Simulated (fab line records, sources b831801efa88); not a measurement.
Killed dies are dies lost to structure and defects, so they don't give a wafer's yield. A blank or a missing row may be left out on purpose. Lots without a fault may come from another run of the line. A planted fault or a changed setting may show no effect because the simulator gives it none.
fab line records | flow sfq_line
record lots=14 wafers=42 last_day=92
route steps=325 shown INCOMING@1 L0V@23 I1@74 I7@298
lots that met no fault: from a run of the same line without faults
start_h: hours from the record's first day to the start of the lot's first wafer shown | wait_h: hours since the lot's step before | " the same as in the row above | L1.1+2: a row that stands for several wafers | - no value, or no start given | * or withheld: withheld | < > ~ a bound
route shown NAME@n: a module of which the file shows steps, and the number in the route of the first | usual: mean/standard deviation of fault-free wafers | same: alike in all rows | chamber/n: place in a boat | sites: the reading at each site | _std_site: their standard deviation | _edge_site: outer sites' mean less inner sites' | radius_mm: how far each site lies from the wafer's centre | mask NAME#n: copy n | behind: the tool/chamber that last shaped the wafer | hold: why the lot was held/for how many hours/how that ended | device: the transistor (n, p or np) that didn't switch | end of line: the same wafers' tests at the end of the route | a step without rows: its recipe alone | killed: dies lost to structure and defects at the first sort, not the wafer's yield | map: a wafer's dies, x killed, . not, _ none there
set.NAME: the setting as run; set.NAME@STEP: as run at that earlier step | model.NAME: the simulator's own value behind a step, which no gauge read
steps of the route over a sample of lots; a table a step, a row a wafer
services: from which hour (start_h, from the record's first day; less than 0 if before it) a tool's chamber was out of use, for how many hours, and why
## steps
# step SFQ_INCOMING_BOW_MEAS_900
# recipe mode=bow
# usual INCOMING_BOW=-1/6.4
# columns lot.wafer tool chamber start_h wait_h INCOMING_BOW[um]
L790.3 film_metro-04 - 10.04 - -3
L790.5 " - " " -6
L790.6 " - " " 2
L791.3 film_metro-01 - 15.04 - -7
L791.4 " - " " 3
L791.5 " - " " -10
L794.1 film_metro-02 - 30.00 - -2
L794.4 " - " " -11
L794.6 " - " " 4
L797.3 film_metro-04 - 45.04 - 1
L797.5 " - " " -8
L797.6 " - " " -6
L799.1 film_metro-01 - 55.00 - 4
L799.2 " - " " 3
L799.5 " - " " -10
L800.1 film_metro-01 - 60.00 - 4
L800.2 " - " " 1
L800.4 " - " " 1
L801.1 film_metro-04 - 65.00 - -6
L801.4 " - " " -11
L801.6 " - " " 8
L802.3 film_metro-04 - 70.04 - -9
L802.5 " - " " 1
L802.6 " - " " -1
L803.4 film_metro-01 - 75.06 - -9
L803.5 " - " " 3
L803.6 " - " " 7
L804.2 film_metro-02 - 80.02 - -3
L804.5 " - " " -3
L804.6 " - " " 5
L805.3 film_metro-01 - 85.04 - 5
L805.4 " - " " 14
L805.5 " - " " -5
L811.3 film_metro-01 - 115.04 - 0
L811.5 " - " " -6
L811.6 " - " " 4
L812.1 film_metro-04 - 120.00 - 15
L812.2 " - " " -2
L812.6 " - " " -3
L813.1 film_metro-04 - 125.00 - -7
L813.3 " - " " 0
L813.5 " - " " -5
# step SFQ_L0V_OVL_MEAS_903
# usual L0V_OVL=1/5.3
# columns lot.wafer tool chamber start_h wait_h L0V_OVL[nm]
L790.3 overlay-02 - 149.78 0.1 -4
L790.5 " - " " 2
L790.6 " - " " 5
L791.3 overlay-02 - 155.78 0.1 6
L791.4 " - " " 0
L791.5 " - " " 11
L794.1 overlay-01 - 179.76 0.1 4
L794.4 " - " " -1
L794.6 " - " " 4
L797.3 overlay-02 - 215.12 0.1 2
L797.5 " - " " 3
L797.6 " - " " 9
L799.1 overlay-02 - 236.84 0.1 -4
L799.2 " - " " -10
L799.5 " - " " -5
L800.1 overlay-02 - 245.24 0.1 -10
L800.2 " - " " -1
L800.4 " - " " 1
L801.1 overlay-01 - 251.24 0.1 14
L801.4 " - " " 15
L801.6 " - " " 13
L802.3 overlay-01 - 253.65 0.1 11
L802.5 " - " " 7
L802.6 " - " " 0
L803.4 overlay-01 - 256.05 0.1 2
L803.5 " - " " 2
L803.6 " - " " 4
L804.2 overlay-01 - 262.17 0.1 6
L804.5 " - " " 6
L804.6 " - " " 7
L805.3 overlay-01 - 268.17 0.1 -3
L805.4 " - " " 6
L805.5 " - " " 4
L811.3 overlay-01 - 323.50 0.1 -3
L811.5 " - " " -6
L811.6 " - " " 3
L812.1 overlay-01 - 327.09 0.1 2
L812.2 " - " " 3
L812.6 " - " " -3
L813.1 overlay-02 - 339.09 0.1 6
L813.3 " - " " 5
L813.5 " - " " 10
# step SFQ_TRILAYER_I1_CMP_CMP_046
# recipe material=SiO2 down_force_psi=3 platen_rpm=60 pad_velocity_m_s=0.94248
# usual motor_current_A=10.7/0.85 platen_rpm=60.01/0.042 time_to_endpoint_s=214/7.2
# columns lot.wafer tool chamber start_h wait_h motor_current_A platen_rpm time_to_endpoint_s
L790.3 cmp-01 2 559.25 1.5 10.7 60.02 200
L790.6 " 3 " " 10.1 60.03 214
L790.5 " 0 " " 11.1 60.06 206
L791.3 cmp-01 2 564.95 0.0 10.6 59.94 215
L791.4 " 3 " " 10.4 60.02 226
L791.5 " 3 567.45 2.5 10.5 60.04 224
L794.1 cmp-01 0 600.22 2.9 11.4 59.95 212
L794.4 " 1 " " 8.9 60.03 216
L794.6 " 0 602.22 4.8 11.7 60.03 228
L797.3 cmp-01 0 647.90 4.8 11.6 60.01 211
L797.5 " 0 649.90 6.8 10.9 60.08 212
L797.6 " 1 " " 8.9 60.01 202
L799.1 cmp-02 0 686.80 1.0 11.6 60.04 215
L799.2 " 1 " " 11.5 59.97 211
L799.5 " 3 688.30 2.5 10.6 60.06 215
L800.2 cmp-02 2 690.60 0.0 9.6 60.01 213
L800.4 " 3 " " 10.9 59.93 220
L800.1 " 1 692.10 1.5 11.7 60.01 211
L801.1 cmp-01 3 700.10 2.3 10.0 59.97 197
L801.4 " 0 " " 11.5 60.03 212
L801.6 " 2 701.60 3.8 10.7 59.99 206
L802.3 cmp-02 2 703.24 3.1 10.5 60.05 212
L802.6 " 1 704.74 4.5 12.0 60.01 288
L802.5 " 2 " " 10.0 59.97 222
L803.4 cmp-02 1 709.24 1.8 11.5 60.05 284
L803.5 " 0 710.74 3.3 10.1 59.97 228
L803.6 " 1 " " 11.9 60.03 286
L804.2 cmp-01 2 715.80 0.0 11.2 60.06 211
L804.6 " 2 717.80 2.0 10.8 60.04 220
L804.5 " 3 " " 10.4 59.98 214
L805.4 cmp-01 0 723.02 0.0 11.6 60.05 218
L805.3 " 3 724.52 1.5 10.6 60.00 204
L805.5 " 1 725.52 2.5 8.5 59.93 219
L811.3 cmp-02 2 785.23 3.2 10.5 59.96 203
L811.5 " 3 " " 11.4 60.03 214
L811.6 " 0 " " 11.5 60.04 208
L812.1 cmp-02 0 787.99 1.0 11.0 59.98 207
L812.2 " 1 " " 11.7 60.06 217
L812.6 " 2 " " 10.0 59.97 220
L813.3 cmp-01 1 804.95 1.5 9.1 60.02 215
L813.1 " 0 806.45 3.0 11.4 60.07 211
L813.5 " 2 807.45 3.9 11.2 59.99 225
# step SFQ_TRILAYER_I1_METRO_MEASURE_047
# usual thk_nm=199.9/0.82
# columns lot.wafer tool chamber start_h wait_h thk_nm
L790.3 film_metro-03 - 561.27 0.5 200.0
L790.5 " - " " 200.0
L790.6 " - " " 200.8
L791.3 film_metro-03 - 568.47 0.5 200.0
L791.4 " - " " 199.1
L791.5 " - " " 199.0
L794.1 film_metro-04 - 602.84 0.1 200.1
L794.4 " - " " 199.5
L794.6 " - " " 200.4
L797.3 film_metro-02 - 651.42 0.5 199.9
L797.5 " - " " 198.8
L797.6 " - " " 199.2
L799.1 film_metro-03 - 688.92 0.1 200.2
L799.2 " - " " 199.8
L799.5 " - " " 200.1
L800.1 film_metro-03 - 693.72 0.1 200.8
L800.2 " - " " 199.0
L800.4 " - " " 199.5
L801.1 film_metro-03 - 702.72 0.1 200.1
L801.4 " - " " 199.9
L801.6 " - " " 199.5
L802.3 film_metro-03 - 706.26 0.5 200.8
L802.5 " - " " 200.8
L802.6 " - " " 309.2
L803.4 film_metro-03 - 712.46 0.6 306.0
L803.5 " - " " 198.8
L803.6 " - " " 305.8
L804.2 film_metro-04 - 719.12 0.3 199.6
L804.5 " - " " 200.1
L804.6 " - " " 198.7
L805.3 film_metro-04 - 726.54 0.5 199.0
L805.4 " - " " 199.5
L805.5 " - " " 199.9
L811.3 film_metro-04 - 787.25 0.5 198.4
L811.5 " - " " 199.5
L811.6 " - " " 199.2
L812.1 film_metro-02 - 790.11 0.1 201.0
L812.2 " - " " 201.0
L812.6 " - " " 201.2
L813.1 film_metro-02 - 808.07 0.1 200.5
L813.3 " - " " 198.9
L813.5 " - " " 199.7
# step SFQ_TRILAYER_I1_VIA_ETCH_VIA_ETCH_052
# recipe target=SiO2 stop_on=Nb mask_material=PR taper_deg=20 chemistry=CHF3 target_depth_nm=260 source_w=500 bias_w=80 pressure_mtorr=30 time_s=withheld
# usual drypump_motor_current_A=5.8/0.49 oes_product_au=0.854/0.0048
# columns lot.wafer tool chamber start_h wait_h drypump_motor_current_A oes_product_au
L790.3 rie_diel-02 0 717.20 0.0 5.6 0.850
L790.5 " 3 " " 5.2 0.857
L790.6 " 2 " " 6.0 0.848
L791.3 rie_diel-01 1 723.20 0.0 6.7 0.855
L791.4 " 3 " " 6.4 0.855
L791.5 " 3 " " 6.4 0.857
L794.1 rie_diel-02 1 752.13 0.0 4.9 0.853
L794.4 " 0 " " 5.6 0.851
L794.6 " 3 " " 5.2 0.861
L797.3 rie_diel-01 2 798.12 0.0 5.9 0.854
L797.5 " 0 " " 5.6 0.848
L797.6 " 1 " " 6.6 0.852
L799.1 rie_diel-01 1 830.64 0.0 6.7 0.855
L799.2 " 2 " " 5.9 0.843
L799.5 " 1 " " 6.7 0.863
L800.1 rie_diel-03 2 835.44 0.0 6.0 0.859
L800.2 " 0 " " 6.2 0.848
L800.4 " 3 " " 5.5 0.856
L801.1 rie_diel-03 2 843.84 0.0 6.0 0.853
L801.4 " 1 " " 5.9 0.862
L801.6 " 2 " " 6.0 0.858
L802.3 rie_diel-02 1 847.44 0.0 4.9 0.856
L802.5 " 3 " " 5.2 0.859
L802.6 " 0 " " 5.7 1.007
L803.4 rie_diel-03 3 855.97 0.0 5.5 1.001
L803.5 " 3 " " 5.5 0.853
L803.6 " 2 " " 6.0 1.015
L804.2 rie_diel-02 3 864.37 0.0 5.2 0.858
L804.5 " 2 " " 6.0 0.855
L804.6 " 1 " " 4.9 0.847
L805.3 rie_diel-01 0 879.02 0.0 5.5 0.854
L805.4 " 3 " " 6.3 0.850
L805.5 " 1 " " 6.6 0.850
L811.3 rie_diel-01 3 935.67 0.0 6.4 0.848
L811.5 " 3 " " 6.4 0.846
L811.6 " 2 " " 5.9 0.855
L812.1 rie_diel-02 0 938.07 0.0 5.6 0.848
L812.2 " 3 " " 5.2 0.855
L812.6 " 2 " " 6.0 0.853
L813.1 rie_diel-02 1 951.27 0.0 4.8 0.861
L813.3 " 0 " " 5.6 0.852
L813.5 " 1 " " 4.9 0.846
# step SFQ_I7_BOW_MEAS_946
# recipe mode=bow
# usual I7_BOW=8/12
# columns lot.wafer tool chamber start_h wait_h I7_BOW[um]
L790.3 film_metro-02 - 1871.29 2.0 3
L790.5 " - " " 0
L790.6 " - " " 7
L791.3 film_metro-02 - 1874.29 1.5 -2
L791.4 " - " " 8
L791.5 " - " " -3
L794.1 film_metro-02 - 1983.35 2.0 -2
L794.4 " - " " -10
L794.6 " - " " 5
L797.3 film_metro-02 - 1989.39 1.5 6
L797.5 " - " " -3
L797.6 " - " " -2
L799.1 film_metro-02 - 1995.35 1.0 13
L799.2 " - " " 12
L799.5 " - " " 0
L800.1 film_metro-02 - 1997.75 1.5 -11
L800.2 " - " " -13
L800.4 " - " " -14
L801.1 film_metro-01 - 2005.95 2.5 4
L801.4 " - " " 1
L801.6 " - " " 17
L802.3 film_metro-02 - 2008.67 1.0 0
L802.5 " - " " 8
L802.6 " - " " 7
L803.4 film_metro-03 - 2013.44 2.8 -12
L803.5 " - " " -1
L803.6 " - " " 5
L804.2 film_metro-02 - 2017.97 2.5 6
L804.5 " - " " 5
L804.6 " - " " 14
L805.3 film_metro-03 - 2019.23 1.0 12
L805.4 " - " " 20
L805.5 " - " " 2
L811.3 film_metro-03 - 2184.85 1.5 22
L811.5 " - " " 17
L811.6 " - " " 26
L812.1 film_metro-01 - 2187.81 1.5 31
L812.2 " - " " 14
L812.6 " - " " 10
L813.1 film_metro-03 - 2192.14 1.0 5
L813.3 " - " " 12
L813.5 " - " " 7
## services
# columns tool chamber start_h hours kind
cmp-02 - 535.76 1.9 repair
rie_diel-02 1 545.66 4.2 repair
cmp-01 - 548.09 1.5 repair
cmp-01 - 576.06 5.9 repair
cmp-01 - 582.01 4.0 pm
cmp-01 - 592.50 4.2 repair
cmp-02 - 599.25 4.7 pm
rie_diel-02 3 605.02 11.9 repair
rie_diel-02 - 614.03 0.9 repair
cmp-02 - 634.06 18.6 repair
film_metro-03 - 643.19 0.8 pm
film_metro-03 - 707.06 0.7 pm
cmp-01 - 746.84 1.5 repair
film_metro-03 - 758.70 0.3 pm
cmp-01 - 771.73 3.5 repair
cmp-01 - 772.96 0.7 repair
cmp-01 - 829.72 4.2 pm
cmp-01 - 855.90 1.0 repair
cmp-01 - 856.17 0.2 repair
cmp-01 - 872.98 4.1 repair
film_metro-03 - 888.19 0.9 pm
cmp-01 - 898.10 5.4 pm
cmp-01 - 922.01 4.0 pm
cmp-01 - 924.74 1.9 repair
## key
first_sign step=SFQ_TRILAYER_I1_CMP_CMP_046 reading=time_to_endpoint_s direction=up sigmas=10 usual=* struck=*
effect step=SFQ_TRILAYER_I1_METRO_MEASURE_047 reading=thk_nm direction=up sigmas=99+ usual=199.9 struck=307.0
effect step=SFQ_TRILAYER_I1_VIA_ETCH_VIA_ETCH_052 reading=oes_product_au direction=up sigmas=32 usual=0.854 struck=1.008
met_at SFQ_TRILAYER_I1_CMP_CMP_046
struck_lots L802,L803
struck_wafers L802.6,L803.4,L803.6
not_acting_at SFQ_INCOMING_BOW_MEAS_900,SFQ_L0V_OVL_MEAS_903,SFQ_I7_BOW_MEAS_946
onset_between 690.60 703.24
fault kind=process_parameter_drift tool=cmp-02 chamber=1 onset_h=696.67 steps=SFQ_TRILAYER_I1_CMP_CMP_046 channel=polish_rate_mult offset=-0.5 shape=step end_h=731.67
